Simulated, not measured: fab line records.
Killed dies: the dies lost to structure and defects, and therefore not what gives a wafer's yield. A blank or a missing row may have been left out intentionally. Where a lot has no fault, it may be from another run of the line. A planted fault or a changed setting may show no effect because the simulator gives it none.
Struck lot and sound lot, side by side :: flow gf180mcu :: 14 out of 602 route steps
Sound: these wafers, L991.4, L991.5, L991.6. Wafers struck: L985.4, L985.5, L985.6. The cause is given at the end.
Each step with rows lists, per side, the tool, then ch with its chambers, then its first start. Under that, the readings that differ: sound wafers :: struck wafers :: difference of the means :: sigmas: that difference in standard deviations of wafers without a fault.
alike: words and numbers the same on both sides, and readings whose means are apart by under 2 such deviations; not compared: readings that were withheld, readings missing a value for some wafer, numbers with overlapping values and no deviation given by the record, and bounds like >300 which may hide the same value.
The two part at a step that has a row with sigmas, a row that says differs or no value, or rows on one side only. Non-overlapping numbers with no deviation appear without sigmas and do not part them. Lack of a reading on every wafer of one side parts them only where that side has two or more wafers.

first, 3 steps without rows for these wafers: GF_HV_LDD_EXPOSE_04 (exposes mask Nplus LV AREA, target cd 400 nm); GF_HV_LDD_PEB_05; GF_HV_LDD_DEVELOP_06 (develop time 60 s).
GF_HV_LDD_CD_MEAS_07 targets a cd of 400 nm.
  sound on cdSem-02 at day 14 06:11; struck on cdSem-02 at day 12 16:11
  alike: cdNm
GF_HV_LDD_OVL_MEAS_08:
  sound on overlay-01 at day 14 06:16; struck on overlay-01 at day 12 16:16
  alike: HV_LDD_OVL
next, for these wafers, 1 step has no rows: GF_HV_LDD_IMPLANT_09.
GF_HV_LDD_STRIP_10: strips in O2/N2.
  sound on plasmaAsher-02 ch 0,1, day 14 06:28; struck on plasmaAsher-01 ch 0,1, day 12 16:28
reading: heaterPowerW (W)
sound: 284 307 283
struck: 375 386 373
difference: +87
sigmas: +2
  alike: drypumpMotorCurrentA, n2FlowSccm, oesProductAu, stripTimeToEndpointS
  not compared: rfHoursCounterH
GF_HV_LDD_TW_MEAS_11:
  sound on filmMetro-04 at day 14 06:34; struck on filmMetro-04 at day 12 16:33
  alike: HV_LDD_TW
then, 4 steps without rows for these wafers: GF_HV_LDD_DEHYDRATE_12 (time 60 s); GF_HV_LDD_HMDS_13 (prime time 60 s); GF_HV_LDD_COAT_14 (resist thk 1000 nm); GF_HV_LDD_SOFTBAKE_15 (time 60 s).
GF_HV_LDD_EXPOSE_16: exposes mask Pplus LV AREA, target cd 400 nm.
  struck on ilineStepper-01, day 13 02:17; sound on ilineStepper-01 ch 0, day 14 16:41
  no value came back on the struck wafers for exposureDoseMJCm2, focusOffsetNm (nm), na; on the sound wafers exposureDoseMJCm2 reads 140.11 140.10 140.01
reading: model.HV_LDD.overlayYNm (nm)
sound: 1.341 1.341 1.341
struck: 1.186 1.186 1.186
difference: -0.155
sigmas: 

reading: model.HV_LDD.overlayXNm (nm)
sound: 2.192 2.192 2.192
struck: -2.878 -2.878 -2.878
difference: -5.070
sigmas: 
  alike: mask
next, for these wafers, 1 step has no rows: GF_HV_LDD_PEB_17.

== WHERE THEY PART ==
First at GF_HV_LDD_STRIP_10; last, within this record, at GF_HV_LDD_EXPOSE_16.

WHY: what had been put in by the simulator
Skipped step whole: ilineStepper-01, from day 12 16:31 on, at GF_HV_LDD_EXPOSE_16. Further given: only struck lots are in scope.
